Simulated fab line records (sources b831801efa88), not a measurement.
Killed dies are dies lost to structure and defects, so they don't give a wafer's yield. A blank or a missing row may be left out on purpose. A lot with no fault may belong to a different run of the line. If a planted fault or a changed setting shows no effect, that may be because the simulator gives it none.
A lot that was struck, set against a sound lot :: flow gf180mcu :: 17 out of 602 route steps
Sound: these wafers, L780.2, L780.3, L780.6. Struck: wafer L788.6; the same lot's L788.4 was not struck, so it is left out; see the end for the cause.
Order at every step that has rows: each side's tool, ch and its chambers, its first start. Under that, the readings that differ: sound wafers :: struck wafers :: difference of the means :: sigmas: that difference in standard deviations of wafers without a fault.
alike: readings whose means differ by less than 2 such deviations, and words and numbers that are the same on both sides. not compared: withheld readings, readings that some wafer has no value for, bounds like >300 that may hide the same value, and numbers for which the record gives no deviation and whose values overlap.
Wherever a step has rows on one side only, a row that says differs or no value, or a row with sigmas, the two part there. When numbers do not overlap yet have no deviation, they are printed without sigmas and do not part them. Lack of a reading on every wafer of one side parts them only where that side has two or more wafers.

first, 4 steps without rows for these wafers: GF_M3_SOFTBAKE_10 (time 60 s); GF_M3_EXPOSE_11 (exposes mask Metal3, target cd 280 nm); GF_M3_PEB_12 (peb time 90 s); GF_M3_DEVELOP_13 (develop time 60 s).
GF_M3_CD_MEAS_14 targets a cd of 280 nm.
  sound: cd sem-02 at day 24 09:26; struck: cd sem-02 at day 26 20:46
  alike: cd nm
GF_M3_OVL_MEAS_15:
  sound: overlay-01 at day 24 09:32; struck: overlay-01 at day 26 20:50
  alike: M3_OVL
GF_M3_METAL_ETCH_16: etches the open film in Cl2/BCl3, stops on SiO2, target depth 750.8 nm, time 125.1 s.
  sound on rie metal-04 ch 0,1, day 24 09:34; struck on rie metal-03 ch 1, day 26 20:55
  alike: drypump motor current A, oes product au, throttle valve pct
  not compared: rf hours counter h
GF_M3_STRIP_17: strips in O2/N2.
  sound on plasma asher-03 ch 0,1, day 24 09:41; struck on plasma asher-01 ch 0, day 26 21:02
  alike: drypump motor current A, heater power w, oes product au, strip time to endpoint s
  not compared: rf hours counter h
then, 3 steps without rows for these wafers: GF_M3_STRIP_18 (strips in post etch residue remover, time 1200 s); GF_M3_CLEAN_19 (cleans in DIW); GF_V3_CVD_00 (deposits SiO2, target thk 600 nm, time 100 s).
GF_V3_THK_MEAS_01:
  sound: film metro-02 at day 24 10:20; struck: film metro-02 at day 26 21:38
  alike: V3_CVD_00_THK
GF_V3_CVD_02: deposits SiO2 from TEOS, target thk 850 nm, time 94.851 s.
  sound on pecvd-02 ch 1,2, day 24 10:23; struck on pecvd-02 ch 0, day 26 21:41
reading: model.SiO2_of_V3_CVD_02.thk nm (nm)
sound: 833.7 825.6 836.7
struck: 903.2
difference: +71.2
sigmas: 
  alike: heater power w
GF_V3_THK_MEAS_03:
  sound: film metro-04 at day 24 10:28; struck: film metro-04 at day 26 21:46
reading: V3_CVD_02_THK (nm)
sound: 834 826 837
struck: 903
difference: +71
sigmas: +5
GF_V3_CMP_04: polishes SiO2.
  sound on cmp-01 ch 2,3, day 24 10:31; struck on cmp-01 ch 2, day 26 21:53
reading: time to endpoint s (s)
sound: 77 77 79
struck: 104
difference: +26
sigmas: +4
  alike: motor current A
GF_V3_BOW_MEAS_05:
  sound: film metro-02 at day 24 10:50; struck: film metro-04 at day 26 22:09
  alike: V3_BOW
following that, these wafers have no rows for 1 step: GF_PASSIVATION_PROBE_99.

WHERE THEY PART
Last at GF_V3_CMP_04 as far as this record goes, first at GF_V3_THK_MEAS_03. Later steps at which nothing parts them and some readings are alike: GF_V3_BOW_MEAS_05.

WHY: the cause the simulator had injected
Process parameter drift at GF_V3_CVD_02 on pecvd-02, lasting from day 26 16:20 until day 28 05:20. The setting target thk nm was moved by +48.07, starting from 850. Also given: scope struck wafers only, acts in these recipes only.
